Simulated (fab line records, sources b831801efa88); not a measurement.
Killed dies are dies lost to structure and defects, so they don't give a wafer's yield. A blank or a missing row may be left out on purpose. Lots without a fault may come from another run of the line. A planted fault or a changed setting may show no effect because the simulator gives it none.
Chamber matching | flow sky130 | SKY_VIA3_ETCH_15 on rie_diel-01: 4 sister chambers
The step etches SiO2 in C4F8/O2/Ar, stops on TiN, target depth 507 nm, time 78 s. 4 wafers are shown with their chamber, then 8 later ones without.

WAFERS WITH THEIR CHAMBER
wafer  | chamber | oes_product_au (a.u.)
L085.2 | 1       | 0.951
L085.5 | 0       | 0.952
L091.4 | 3       | 0.952
L095.3 | 2       | 0.948

WAFERS WITHOUT THEIR CHAMBER
wafer  | oes_product_au (a.u.)
L095.4 | 0.948
L095.5 | 0.950
L094.1 | 0.947
L094.3 | 0.944
L094.6 | 0.944
L096.2 | 0.943
L096.3 | 0.939
L096.4 | 0.940

WHICH CHAMBER EACH WENT THROUGH
wafer  | from the rows above               | in truth
L095.4 | can't be placed: 2 or 1 or 0 or 3 | 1
L095.5 | can't be placed: 1 or 0 or 2 or 3 | 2
L094.1 | can't be placed: 2 or 1 or 0 or 3 | 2
L094.3 | can't be placed: 2 or 1 or 0 or 3 | 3
L094.6 | can't be placed: 2 or 1 or 0 or 3 | 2
L096.2 | can't be placed: 2 or 1 or 0 or 3 | 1
L096.3 | can't be placed: 2 or 1 or 0 or 3 | 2
L096.4 | can't be placed: 2 or 1 or 0 or 3 | 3
Placed correctly: 0 of 8. Can't be placed from these rows: 8 (the true chamber is among the candidates in 8). Placed wrongly: 0.
How it was worked out, from the rows above alone: a wafer's distance from a chamber is the root of the sum, over the readings, of the square of ((its reading less the chamber's mean) divided by the reading's scatter). The wafer belongs to the nearest chamber; if the next one is less than 2 further off, it can't be placed. A chamber's mean is the mean of its shown wafers. The scatter: with one shown wafer a chamber, the root of the mean of the squares of how far each hidden wafer lies from its nearest shown one.
